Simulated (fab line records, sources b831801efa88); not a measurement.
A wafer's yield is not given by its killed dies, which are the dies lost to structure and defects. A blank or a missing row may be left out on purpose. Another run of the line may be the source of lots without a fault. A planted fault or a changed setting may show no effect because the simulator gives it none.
fab line records	flow sky130
record lots=11	wafers=33	lastDay=50
route steps=708 shown LI_CONTACT@377 LOCAL_INTERCONNECT@388
lots untouched by any fault: they come from a run of this same line in which no faults occurred
startH: the number of hours between the record's first day and the start of the first shown wafer of the lot	waitH: hours elapsed since this lot's preceding step	" repeats the value in the row above	L1.1+2: one row covering several wafers at once	- value missing, or start not given	* or withheld: withheld	< > ~ a bound
route shown NAME@n: a module of which the file shows steps, and the number in the route of the first	usual: the fault-free wafers' mean and standard deviation	same: alike in all rows	chamber/n: place in a boat	sites: each site's reading	_std_site: their standard deviation	_edge_site: the outer-site mean with the inner-site mean subtracted	radiusMm: for every site, how far away it sits from the centre of the wafer	mask NAME#n: copy n	behind: tool/chamber where the wafer was last shaped	hold: reason for holding the lot/hours on hold/outcome of the hold	device: which transistor (n, p or np) failed to switch	end of line: tests run on the same wafers once the route is complete	for a step that has no rows: nothing shown but its recipe	killed: dies lost to structure and defects at the first sort, not the wafer's yield	map: a wafer's dies, x killed, . not, _ none there
set.NAME: the setting the step ran with; set.NAME@STEP: the setting that earlier step ran with	model.NAME: the simulator's own value behind a step, which no gauge read
steps of the route over a sample of lots; a table a step, a row a wafer
services: when a tool's chamber went out of use (startH, in hours from the record's first day, below 0 if earlier), for how many hours, and the reason
## steps
# step SKY_LI_CONTACT_ETCH_15
# recipe target=PSG	chemistry=C4F8/O2/Ar	stopOn=Si	taperDeg=4.15	maskMaterial=KrF-thick	sourceW=1500	biasW=1200	pressureMtorr=40	c4f8FlowSccm=withheld	O2_flow_sccm=6	Ar_flow_sccm=300	timeS=withheld	targetDepthA=6000
# usual oesProductAu=0.837/0.0045
lot.wafer	tool	chamber	startH	waitH	oesProductAu
L940.3	rieDiel-01	2	706.36	0.0	0.836
L940.5	"	0	"	"	0.841
L940.6	"	1	"	"	0.842
L941.3	rieDiel-02	0	718.63	0.0	0.837
L941.4	"	2	"	"	0.839
L941.5	"	1	"	"	0.837
L943.1	rieDiel-01	2	730.93	0.0	0.837
L943.4	"	0	"	"	0.837
L943.6	"	3	"	"	0.830
L942.1	rieDiel-01	3	732.68	0.0	0.835
L942.4	"	0	"	"	0.846
L942.6	"	0	"	"	0.836
L944.2	rieDiel-01	3	740.28	0.0	0.843
L944.4	"	2	"	"	0.832
L944.6	"	3	"	"	0.838
L946.2	rieDiel-04	1	746.98	0.0	0.837
L946.5	"	0	"	"	0.838
L946.6	"	1	"	"	0.838
L949.1	rieDiel-04	1	771.76	0.0	0.825
L949.5	"	2	"	"	0.831
L949.6	"	1	"	"	0.838
L957.1	rieDiel-02	3	819.69	0.0	0.832
L957.3	"	2	"	"	0.831
L957.5	"	1	"	"	0.840
L958.2	rieDiel-01	3	825.64	0.0	0.828
L958.3	"	2	"	"	0.836
L958.5	"	1	"	"	0.835
L959.1	rieDiel-04	1	839.63	0.0	0.840
L959.3	"	2	"	"	0.837
L959.6	"	1	"	"	0.841
L961.1	rieDiel-02	1	847.89	0.0	0.839
L961.3	"	0	"	"	0.833
L961.4	"	3	"	"	0.843
# step SKY_LOCAL_INTERCONNECT_RS_MEAS_01
# recipe thkMeasGauge=four-point-probe	reads=TiN_of_LOCAL_INTERCONNECT_SPUTTER_00
# usual LOCAL_INTERCONNECT_TIN_RS=14.06/0.21
lot.wafer	tool	chamber	startH	waitH	LOCAL_INTERCONNECT_TIN_RS[ohm/sq]
L940.3	filmMetro-02	-	707.60	0.1	14.01
L940.5	"	-	"	"	13.94
L940.6	"	-	"	"	13.82
L941.3	filmMetro-02	-	719.89	0.1	13.93
L941.4	"	-	"	"	14.08
L941.5	"	-	"	"	14.04
L943.1	filmMetro-04	-	732.12	0.0	14.20
L943.4	"	-	"	"	14.20
L943.6	"	-	"	"	14.26
L942.1	filmMetro-02	-	733.86	0.0	13.97
L942.4	"	-	"	"	13.95
L942.6	"	-	"	"	14.01
L944.2	filmMetro-04	-	741.48	0.1	14.22
L944.4	"	-	"	"	14.08
L944.6	"	-	"	"	14.22
L946.2	filmMetro-01	-	748.19	0.1	14.09
L946.5	"	-	"	"	13.87
L946.6	"	-	"	"	14.33
L949.1	filmMetro-04	-	772.96	0.0	13.76
L949.5	"	-	"	"	13.93
L949.6	"	-	"	"	13.71
L957.1	filmMetro-01	-	820.87	0.0	14.20
L957.3	"	-	"	"	13.82
L957.5	"	-	"	"	13.86
L958.2	filmMetro-02	-	826.84	0.1	13.58
L958.3	"	-	"	"	13.87
L958.5	"	-	"	"	13.60
L959.1	filmMetro-04	-	840.82	0.0	14.29
L959.3	"	-	"	"	14.12
L959.6	"	-	"	"	13.89
L961.1	filmMetro-04	-	849.09	0.0	14.10
L961.3	"	-	"	"	14.24
L961.4	"	-	"	"	14.05
# step SKY_LOCAL_INTERCONNECT_COAT_05
# recipe resist=BARC	tempC=withheld	timeS=withheld	spinRpm=3000	resistThkNm=60
lot.wafer	tool	chamber	startH	waitH
L940.3+5+6	lithoTrack-01	0	721.14	0.1
L941.3+4+5	lithoTrack-03	0	733.82	0.1
L943.1+4+6	lithoTrack-03	0	746.02	0.1
L942.1+4+6	lithoTrack-03	0	747.12	0.1
L944.2+4+6	lithoTrack-03	0	754.74	0.1
L946.2+5+6	lithoTrack-01	0	761.11	0.1
L949.1+5+6	lithoTrack-03	0	786.32	0.1
L957.1+3+5	lithoTrack-04	0	833.83	0.1
L958.2+3+5	lithoTrack-04	0	839.76	0.1
L959.1+3+6	lithoTrack-03	0	853.27	0.1
L961.1+3+4	lithoTrack-03	0	861.37	0.1
# step SKY_LOCAL_INTERCONNECT_OVL_MEAS_12
# usual LOCAL_INTERCONNECT_OVL=4/5.3
lot.wafer	tool	chamber	startH	waitH	LOCAL_INTERCONNECT_OVL[nm]
L940.3	overlay-01	-	735.95	0.1	8
L940.5	"	-	"	"	8
L940.6	"	-	"	"	8
L941.3	overlay-02	-	748.07	0.1	13
L941.4	"	-	"	"	7
L941.5	"	-	"	"	6
L943.1	overlay-02	-	759.76	0.1	3
L943.4	"	-	"	"	-5
L943.6	"	-	"	"	5
L942.1	overlay-02	-	761.00	0.1	7
L942.4	"	-	"	"	-5
L942.6	"	-	"	"	5
L944.2	overlay-01	-	768.69	0.1	5
L944.4	"	-	"	"	3
L944.6	"	-	"	"	3
L946.2	overlay-01	-	775.16	0.1	5
L946.5	"	-	"	"	10
L946.6	"	-	"	"	13
L949.1	overlay-02	-	799.80	0.1	2
L949.5	"	-	"	"	-1
L949.6	"	-	"	"	-5
L957.1	overlay-01	-	847.46	0.1	3
L957.3	"	-	"	"	6
L957.5	"	-	"	"	3
L958.2	overlay-02	-	852.96	0.1	-3
L958.3	"	-	"	"	-5
L958.5	"	-	"	"	-1
L959.1	overlay-02	-	866.01	0.1	-7
L959.3	"	-	"	"	7
L959.6	"	-	"	"	-1
L961.1	overlay-01	-	875.04	0.1	5
L961.3	"	-	"	"	7
L961.4	"	-	"	"	7
# step SKY_LOCAL_INTERCONNECT_ETCH_13
# recipe chemistry=N2/H2	target=BARC	ionEnergyEv=200	biasW=100	pressureMtorr=30	n2FlowSccm=100	h2FlowSccm=200	icpW=500	stopOn=SiO2	timeS=45.9	targetDepthA=600
# usual drypumpMotorCurrentA=5.9/0.46	oesProductAu=0.855/0.0048	throttleValvePct=13.224/0.0096
# same timeS=45.9
lot.wafer	tool	chamber	startH	waitH	drypumpMotorCurrentA	oesProductAu	rfHoursCounterH	throttleValvePct
L940.3	rieMetal-03	0	736.00	0.0	5.3	0.854	-	13.220
L940.5	"	1	"	"	5.6	0.852	-	13.224
L940.6	"	0	"	"	5.3	0.859	-	13.224
L941.3	rieMetal-02	0	748.11	0.0	5.9	0.866	-	13.220
L941.4	"	1	"	"	5.6	0.852	-	13.231
L941.5	"	0	"	"	5.9	0.853	-	13.235
L943.1	rieMetal-01	1	759.79	0.0	6.6	0.858	6	13.230
L943.4	"	0	"	"	5.6	0.857	-	13.216
L943.6	"	0	"	"	5.6	0.859	-	13.213
L942.1	rieMetal-02	0	761.04	0.0	5.9	0.855	5	13.226
L942.4	"	1	"	"	5.6	0.855	-	13.231
L942.6	"	0	"	"	5.9	0.857	-	13.213
L944.2	rieMetal-03	1	768.72	0.0	5.6	0.859	14	13.227
L944.4	"	0	"	"	5.3	0.852	-	13.225
L944.6	"	0	"	"	5.3	0.898	-	13.237
L946.2	rieMetal-03	0	775.19	0.0	5.3	0.858	14	13.225
L946.5	"	0	"	"	5.3	0.850	-	13.233
L946.6	"	1	"	"	5.6	0.861	-	13.237
L949.1	rieMetal-01	1	799.84	0.0	6.5	0.851	7	13.226
L949.5	"	0	"	"	5.6	0.849	-	13.212
L949.6	"	1	"	"	6.6	0.910	-	13.231
L957.1	rieMetal-01	1	847.49	0.0	6.5	0.854	10	13.232
L957.3	"	1	"	"	6.6	0.848	-	13.212
L957.5	"	1	"	"	6.6	0.858	-	13.234
L958.2	rieMetal-01	1	853.01	0.0	6.5	0.855	-	13.234
L958.3	"	1	"	"	6.5	0.854	-	13.241
L958.5	"	1	"	"	6.6	0.855	-	13.233
L959.1	rieMetal-03	1	866.04	0.0	5.6	0.855	2	13.235
L959.3	"	1	"	"	5.6	0.856	-	13.210
L959.6	"	0	"	"	5.3	0.858	-	13.228
L961.1	rieMetal-01	1	875.07	0.0	6.6	0.854	11	13.201
L961.3	"	1	"	"	6.5	0.859	-	13.218
L961.4	"	0	"	"	5.6	0.865	-	13.227
# step SKY_LOCAL_INTERCONNECT_STRIP_15
# recipe chemistry=O2/N2	powerW=1400	pressureMtorr=1500	platenTempC=withheld	o2FlowSccm=3000	n2FlowSccm=300	overashFraction=0.5
# usual drypumpMotorCurrentA=5.61/0.3	oesProductAu=0.426/0.004	stripTimeToEndpointS=4.701/0.024
lot.wafer	tool	chamber	startH	waitH	drypumpMotorCurrentA	oesProductAu	rfHoursCounterH	stripTimeToEndpointS
L940.3	plasmaAsher-03	1	736.12	0.1	5.86	0.436	-	4.681
L940.5	"	1	"	"	5.84	0.425	-	4.700
L940.6	"	0	"	"	5.13	0.430	-	4.705
L941.3	plasmaAsher-03	1	748.24	0.1	5.89	0.424	-	4.736
L941.4	"	0	"	"	5.14	0.423	-	4.687
L941.5	"	0	"	"	5.14	0.429	-	4.730
L943.1	plasmaAsher-03	0	759.91	0.0	5.13	0.430	100	4.708
L943.4	"	0	"	"	5.13	0.433	-	4.734
L943.6	"	0	"	"	5.12	0.432	-	4.745
L942.1	plasmaAsher-03	1	761.15	0.0	5.86	0.423	100	4.758
L942.4	"	1	"	"	5.83	0.425	-	4.696
L942.6	"	1	"	"	5.87	0.425	-	4.749
L944.2	plasmaAsher-01	0	768.84	0.0	5.59	0.429	58	4.674
L944.4	"	0	"	"	5.57	0.422	-	4.689
L944.6	"	0	"	"	5.57	0.430	-	4.782
L946.2	plasmaAsher-02	1	775.31	0.0	6.03	0.429	33	4.686
L946.5	"	0	"	"	5.42	0.427	-	4.710
L946.6	"	1	"	"	6.05	0.420	-	4.672
L949.1	plasmaAsher-02	0	799.95	0.0	5.41	0.427	36	4.706
L949.5	"	1	"	"	6.02	0.429	-	4.689
L949.6	"	0	"	"	5.41	0.429	-	4.795
L957.1	plasmaAsher-03	0	847.72	0.1	5.13	0.429	109	4.698
L957.3	"	0	"	"	5.14	0.438	-	4.675
L957.5	"	0	"	"	5.13	0.426	-	4.691
L958.2	plasmaAsher-01	0	853.22	0.1	5.55	0.419	67	4.709
L958.3	"	0	"	"	5.58	0.433	-	4.694
L958.5	"	1	"	"	5.66	0.421	-	4.689
L959.1	plasmaAsher-03	1	866.16	0.0	5.88	0.431	111	4.668
L959.3	"	1	"	"	5.87	0.423	-	4.676
L959.6	"	0	"	"	5.14	0.430	-	4.707
L961.1	plasmaAsher-01	1	875.19	0.0	5.69	0.431	69	4.714
L961.3	"	0	"	"	5.56	0.424	-	4.712
L961.4	"	1	"	"	5.74	0.431	-	4.723
## services
tool	chamber	startH	hours	kind
rieDiel-04	0	684.35	5.6	repair
plasmaAsher-01	-	703.80	2.8	pm
rieDiel-04	1	720.27	23.7	repair
rieDiel-02	0	759.90	17.1	repair
rieDiel-02	-	763.51	2.8	pm
plasmaAsher-03	-	764.58	2.8	pm
rieDiel-01	3	773.08	4.9	repair
rieDiel-04	1	786.40	-	clean
rieDiel-04	1	786.40	15.8	scheduledDown
rieDiel-01	1	798.09	1.6	repair
rieDiel-04	1	802.22	1.7	repair
rieMetal-03	1	805.03	-	clean
rieMetal-03	1	805.03	15.7	scheduledDown
rieMetal-03	1	805.03	15.7	ventCycle
rieMetal-02	-	809.07	38.9	repair
rieDiel-01	1	821.56	3.4	repair
rieDiel-02	2	830.30	5.9	repair
rieMetal-01	0	836.15	19.3	repair
rieDiel-01	-	838.49	2.8	pm
rieMetal-02	0	838.57	2.9	repair
rieDiel-01	-	841.29	0.9	repair
plasmaAsher-02	-	850.81	1.6	repair
rieDiel-01	0	867.30	57.4	repair
rieDiel-02	-	867.33	0.3	repair
## key
firstSign step=SKY_LOCAL_INTERCONNECT_ETCH_13	reading=oesProductAu	direction=up	sigmas=10	usual=0.855	struck=0.904
effect step=SKY_LOCAL_INTERCONNECT_STRIP_15	reading=stripTimeToEndpointS	direction=up	sigmas=3.6	usual=*	struck=*
metAt SKY_LOCAL_INTERCONNECT_COAT_05
struckLots L944,L949
struckWafers L944.6,L949.6
testerLeftOut L944,L949
notActingAt SKY_LI_CONTACT_ETCH_15,SKY_LOCAL_INTERCONNECT_RS_MEAS_01,SKY_LOCAL_INTERCONNECT_OVL_MEAS_12
onsetBetween 747.12 754.74
fault kind=processParameterDrift	tool=lithoTrack-03	chamber=-	onsetH=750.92	steps=SKY_LOCAL_INTERCONNECT_COAT_05	channel=resistThkNm	offset=6.7592	shape=step	endH=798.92	scope=struckWafersOnly	actsIn=theseRecipesOnly	stated=60
# testerLeftOut: of these lots the tester's yield and bins aren't shown, on N5 and GAA mostly nor the transistor test; their killed dies are dies lost to structure and defects alone, not to doping, threshold or leakage, so they don't give the yield
